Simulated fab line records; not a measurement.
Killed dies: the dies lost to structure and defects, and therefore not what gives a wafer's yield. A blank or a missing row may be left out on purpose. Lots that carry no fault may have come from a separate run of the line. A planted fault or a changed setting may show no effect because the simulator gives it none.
The tool behind it: which one? | flow gf180mcu | 13 lots, 39 wafers sampled, at 5 steps of a route of 602

== WHAT THE GAUGES SHOWED, per wafer ==
GF_LVPWELL_OVL_MEAS_07. Usual: LVPWELL_OVL typically reads 1.0 nm, with standard deviation 1.8.
lot  | measured    | on         | LVPWELL_OVL (nm) | flag
L735 | day 4 06:32 | overlay-01 | 0.1 0.9 -1.1     | 
L736 | day 4 06:54 | overlay-02 | 0.9 2.8 1.0      | 
L739 | day 4 23:02 | overlay-02 | 2.8 4.0 3.4      | 
L745 | day 6 07:50 | overlay-01 | 0.2 -2.0 0.0     | 
L747 | day 6 17:08 | overlay-01 | -1.2 -2.0 -0.9   | 
L748 | day 7 00:25 | overlay-02 | -0.6 0.1 0.3     | 
L749 | day 7 06:25 | overlay-01 | -1.7 -0.3 -2.4   | 
L752 | day 7 22:43 | overlay-01 | 1.3 -0.1 1.1     | 
L753 | day 8 04:50 | overlay-01 | -2.8 -1.9 -2.1   | 
L754 | day 8 09:25 | overlay-02 | -0.1 0.2 0.0     | 
L755 | day 8 16:28 | overlay-02 | 0.7 1.9 1.7      | 
L756 | day 8 20:41 | overlay-02 | 2.3 2.7 1.3      | 
L757 | day 9 03:44 | overlay-02 | 2.3 1.8 1.7      | 

GF_VT_IMPLANT_OVL_MEAS_07. Usual: VT_IMPLANT_OVL typically reads 0.5 nm, with standard deviation 1.5.
lot  | measured     | on         | VT_IMPLANT_OVL (nm) | flag
L735 | day 6 03:04  | overlay-01 | 0.8 1.1 0.0         | 
L736 | day 6 04:45  | overlay-01 | -1.5 -0.3 -2.6      | 
L739 | day 6 21:35  | overlay-02 | 1.2 2.1 2.0         | 
L745 | day 8 09:35  | overlay-01 | -1.5 -0.7 -0.8      | 
L747 | day 8 19:41  | overlay-02 | 1.6 2.8 4.4         | 
L748 | day 9 04:07  | overlay-01 | -1.9 -1.4 -1.3      | 
L749 | day 9 10:47  | overlay-02 | 0.3 1.4 0.1         | 
L752 | day 10 05:31 | overlay-02 | 0.5 0.5 -0.6        | 
L753 | day 10 11:08 | overlay-02 | 0.8 1.3 1.3         | 
L754 | day 10 16:37 | overlay-01 | -0.7 -0.4 1.2       | 
L755 | day 10 23:43 | overlay-02 | 1.1 0.7 0.0         | 
L756 | day 11 03:34 | overlay-01 | -1.4 0.0 0.0        | 
L757 | day 11 12:08 | overlay-02 | 3.6 2.8 2.1         | 

GF_VT_IMPLANT_RS_MEAS_46: measurement is done with a four-point probe. Usual: MVSD_RS typically reads 457.5 ohm/sq, with standard deviation 0.91.
lot  | measured     | on           | MVSD_RS (ohm/sq)  | flag
L735 | day 8 03:17  | filmMetro-01 | 457.1 459.2 457.0 | 
L736 | day 8 06:38  | filmMetro-03 | 457.3 456.5 457.0 | 
L739 | day 9 01:11  | filmMetro-01 | 457.1 458.2 457.8 | 
L745 | day 10 16:14 | filmMetro-03 | 456.5 457.2 457.9 | 
L747 | day 11 03:44 | filmMetro-04 | 457.7 458.5 457.2 | 
L748 | day 11 11:37 | filmMetro-03 | 457.9 458.5 459.4 | 
L749 | day 11 18:37 | filmMetro-04 | 458.4 459.2 457.1 | 
L752 | day 12 15:31 | filmMetro-04 | 456.5 459.2 458.5 | 
L753 | day 12 20:40 | filmMetro-03 | 457.2 457.0 457.4 | 
L754 | day 13 02:31 | filmMetro-04 | 459.1 458.5 459.6 | 
L755 | day 13 09:52 | filmMetro-04 | 456.9 457.2 457.8 | 
L756 | day 13 16:27 | filmMetro-04 | 458.2 459.0 456.9 | 
L757 | day 14 01:35 | filmMetro-01 | 457.7 457.5 457.7 | 

GF_VT_IMPLANT_RS_MEAS_48: measurement is done with a four-point probe. Usual: LVPWELL_RS typically reads 1198.7 ohm/sq, with standard deviation 2.9.
lot  | measured     | on           | LVPWELL_RS (ohm/sq)  | flag
L735 | day 8 03:32  | filmMetro-01 | 1196.3 1197.1 1197.0 | 
L736 | day 8 06:52  | filmMetro-03 | 1192.0 1196.1 1197.1 | 
L739 | day 9 01:26  | filmMetro-01 | 1201.1 1205.7 1203.2 | 
L745 | day 10 16:29 | filmMetro-03 | 1201.8 1201.3 1244.2 | OFF
L747 | day 11 03:59 | filmMetro-04 | 1200.1 1195.5 1199.0 | 
L748 | day 11 11:52 | filmMetro-03 | 1194.5 1194.3 1196.0 | 
L749 | day 11 18:52 | filmMetro-04 | 1202.7 1201.2 1196.8 | 
L752 | day 12 15:46 | filmMetro-04 | 1201.7 1204.8 1201.2 | 
L753 | day 12 20:54 | filmMetro-03 | 1192.1 1194.0 1194.8 | 
L754 | day 13 02:46 | filmMetro-04 | 1198.3 1199.5 1194.1 | 
L755 | day 13 10:07 | filmMetro-04 | 1195.1 1196.4 1195.9 | 
L756 | day 13 16:41 | filmMetro-04 | 1199.6 1199.3 1200.8 | 
L757 | day 14 01:50 | filmMetro-01 | 1197.1 1200.2 1199.4 | 

== TOOL THAT RAN EACH LOT (tool first, then ch and the chambers of the sampled wafers, then the start) ==
lot  | GF_LVPWELL_IMPLANT_09
L735 | implanter-04 ch 0, day 4 06:44
L736 | implanter-03 ch 0, day 4 07:08
L739 | implanter-04 ch 0, day 4 23:14
L745 | implanter-03 ch 0, day 6 08:02
L747 | implanter-02 ch 0, day 6 17:20
L748 | implanter-02 ch 0, day 7 00:37
L749 | implanter-04 ch 0, day 7 06:37
L752 | implanter-02 ch 0, day 7 22:55
L753 | implanter-04 ch 0, day 8 05:04
L754 | implanter-02 ch 0, day 8 09:37
L755 | implanter-04 ch 0, day 8 16:40
L756 | implanter-04 ch 0, day 8 20:52
L757 | implanter-04 ch 0, day 9 03:56
- GF_LVPWELL_IMPLANT_09

== WHAT THE TOOLS THEMSELVES READ (means of the sampled wafers that have a number; where no wafer has one, the mark that the record gives instead) ==
The record holds no such reading with a usual standard deviation.

== THE ANSWER, worked out from the rows above alone ==
Rule: lot off if the mean of its wafers having a number is beyond 3 standard deviations from the usual mean. Also off: a lot with no number at a reading for which 4 or more lots have one. Any other lot the step has rows for is counted as sound. The gauges are gone through in route order, then the tools' own readings, and for those a lot's mean is taken as printed above. At the first step where some lot is off, the reading lying furthest off is the one used; lots without a number count as furthest.
Off: L745, seen at GF_VT_IMPLANT_RS_MEAS_48 (LVPWELL_RS).
A tool fits if, at a process step before that reading, it ran every lot that is off, and no sound lot after the first of them. The gauges at GF_VT_IMPLANT_RS_MEAS_48 are tried like those tools. One candidate fits, namely implanter-03 at GF_LVPWELL_IMPLANT_09. A fault onset in the window from L736 (day 4 07:08, its last sound lot) to L745 (day 6 08:02, its first lot off) fits.

== WHAT HAD BEEN PUT IN BY THE SIMULATOR ==
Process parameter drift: implanter-03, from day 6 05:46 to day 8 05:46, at GF_LVPWELL_IMPLANT_09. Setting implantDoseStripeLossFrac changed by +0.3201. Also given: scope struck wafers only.
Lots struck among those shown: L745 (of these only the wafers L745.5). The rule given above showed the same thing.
